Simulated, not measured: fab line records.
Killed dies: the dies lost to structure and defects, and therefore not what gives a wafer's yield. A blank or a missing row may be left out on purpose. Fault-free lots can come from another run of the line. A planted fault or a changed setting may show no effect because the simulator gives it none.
Which tool is to blame? :: flow gf180mcu :: 7 lots, 21 wafers sampled, at 2 steps of a route of 602

## WHAT THE GAUGES READ, wafer by wafer
GF_M1_RS_MEAS_05: the measuring method here is four-point-probe.
lot: L567
measured: day 17 04:38
on: film_metro-03
M1_ALCU_RS (ohm/sq): 0.0693 0.0690 0.0686

lot: L571
measured: day 18 21:58
on: film_metro-04
M1_ALCU_RS (ohm/sq): 0.0689 0.0693 0.0692

lot: L573
measured: day 19 08:04
on: film_metro-04
M1_ALCU_RS (ohm/sq): 0.0696 0.0694 0.0696

lot: L575
measured: day 20 04:53
on: film_metro-03
M1_ALCU_RS (ohm/sq): 0.0704 0.0705 0.0698

lot: L581
measured: day 22 09:55
on: film_metro-02
M1_ALCU_RS (ohm/sq): 0.0698 0.0697 0.0701

lot: L584
measured: day 23 09:50
on: film_metro-03
M1_ALCU_RS (ohm/sq): 0.0704 0.0707 0.0705

lot: L586
measured: day 24 04:50
on: film_metro-02
M1_ALCU_RS (ohm/sq): 0.0707 0.0699 0.0701

## EACH LOT AND THE TOOL THAT RAN IT (in order: tool; ch and the chambers of the sampled wafers; start)
lot: L567
GF_PSD_DEVELOP_06: litho_track-01 ch 0, day 15 03:07

lot: L571
GF_PSD_DEVELOP_06: litho_track-03 ch 0, day 16 18:50

lot: L573
GF_PSD_DEVELOP_06: litho_track-04, day 17 05:07

lot: L575
GF_PSD_DEVELOP_06: litho_track-03 ch 0, day 18 00:11

lot: L581
GF_PSD_DEVELOP_06: litho_track-03 ch 0, day 20 05:31

lot: L584
GF_PSD_DEVELOP_06: litho_track-03 ch 0, day 21 07:11

lot: L586
GF_PSD_DEVELOP_06: litho_track-03 ch 0, day 22 03:32
- GF_PSD_DEVELOP_06: develop time 60 s.

## THE ANSWER, worked out from the rows above alone
Rule: usual is defined by the lots themselves. Put in order of their means at a reading, lots are off if they are a third of the lots or fewer, leave a main group of 4 or more, and stand apart from it by a gap of 3 or more times the standard deviation of the main group's means; of several such gaps the widest counts. The tables above print the reading to a certain number of digits; a main group whose means all agree to those digits is not used. Also off: a lot with no number at a reading for which 4 or more lots have one. Where the step has rows for the other lots, those lots are counted as sound.
No lot is off at any reading shown: from this, nothing can be told.

## WHAT THE SIMULATOR HAD PUT IN
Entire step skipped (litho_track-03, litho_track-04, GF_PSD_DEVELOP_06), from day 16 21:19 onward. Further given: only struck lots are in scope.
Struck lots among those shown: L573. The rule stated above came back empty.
